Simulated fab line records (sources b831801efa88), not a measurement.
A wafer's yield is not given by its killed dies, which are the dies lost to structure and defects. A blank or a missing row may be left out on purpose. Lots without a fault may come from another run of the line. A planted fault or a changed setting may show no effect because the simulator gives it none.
Problem report, 8D (eight disciplines) form, completed by code -- flow sky130 -- the parts of the form that need people (team, actions taken, sign-off) are left out

== 1. WHAT IS WRONG ==
Wafers free of any fault read 242.0 (standard deviation 1.7) for VT_ADJUST_LVTN_TW at SKY_VT_ADJUST_LVTN_TW_MEAS_10, against a mean of 128.3 on 6 wafers of 2 lots. Measured from the usual mean, that is -67 standard deviations.
First observed at day 9 19:10: wafer L567.2, on film_metro-02. The record holds 39 wafers of 13 lots with a number at this step. The rule behind "out" and "out of limits": a value lying over 4 standard deviations away from the usual mean. The rest of the wafers with a number are treated as sound.

== 2. WHAT IT IS AND WHAT IT IS NOT ==
question,is,is not
which readings at this step,VT_ADJUST_LVTN_TW,-
which lots,"L567, L569","L556, L557, L558, L559, L561, L562, L570, L571, L572, L573, L579"
which wafers of those lots,all that have a number,-
read on which gauges,"film_metro-02, film_metro-03",film_metro-04
when,from day 9 19:10,"up to then (18 sound wafers); but 15 sound wafers of L570, L571, L572, L573, L579 came after"

== 3. THE SUSPECTS, EACH WITH WHAT RULES IT OUT ==
Counting: a tool at any process step up to the reading remains a suspect when it ran all the lots that are out and ran no sound lot after the first of those.
- the gauge at SKY_VT_ADJUST_LVTN_TW_MEAS_10 is ruled out. The wafers that are out were read on 2 gauges (film_metro-02, film_metro-03).
- implanter-01 at SKY_VT_ADJUST_LVTN_IMPLANT_08: ruled out as a lasting fault. The sound lots L579 went through it after L567, its earliest lot that is out (day 9 18:56).
Left after counting: nothing in the record.

== 4. THE CAUSE (what the simulator had put in) ==
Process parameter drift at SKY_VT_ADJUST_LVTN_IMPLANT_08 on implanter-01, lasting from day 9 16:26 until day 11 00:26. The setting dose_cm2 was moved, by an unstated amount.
Counting ruled it out, wrongly: the rule takes a fault to strike every lot that its tool runs from its start on, and this one did not.

== 5. THE CHAIN OF EFFECTS, in route order ==
One row per reading whose mean, taken over the struck wafers that have a number, lies over 3 standard deviations from the usual. Scope: only readings with a usual standard deviation given in the record; hours: median across lots of the time from each lot's start at the first step in this table that gives one to its start at this step; sigmas: change in usual standard deviations.
hours,step,reading,usual,on struck wafers,change,sigmas
0,SKY_VT_ADJUST_LVTN_IMPLANT_08,dose_ions_cm2,1.5694e+12,1.5567e+11,-1.4137e+12,-99 or more
0,SKY_VT_ADJUST_LVTN_IMPLANT_08,faraday_current_uA,8.84,0.88,-7.96,-44
0,SKY_VT_ADJUST_LVTN_TW_MEAS_10,VT_ADJUST_LVTN_TW,242.0,128.3,-113.7,-67
Its process steps:
- SKY_VT_ADJUST_LVTN_IMPLANT_08
Later measuring or inspecting steps at which every struck wafer that the step has a row for has a number for every such reading, and none has moved that far: SKY_VT_ADJUST_LVTN_OVL_MEAS_18, SKY_VT_ADJUST_HVTR_OVL_MEAS_08.

== 6. WHAT WOULD HAVE CAUGHT IT SOONER ==
3 hours passed between the start of the fault at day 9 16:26 and the first reading out of limits at a measuring or inspecting step in this record, taken at day 9 19:10.
The tool's own readings at SKY_VT_ADJUST_LVTN_IMPLANT_08 were out on every struck wafer that the step has a row for (dose_ions_cm2, faraday_current_uA): an alarm limit on them would have fired on the first of those.
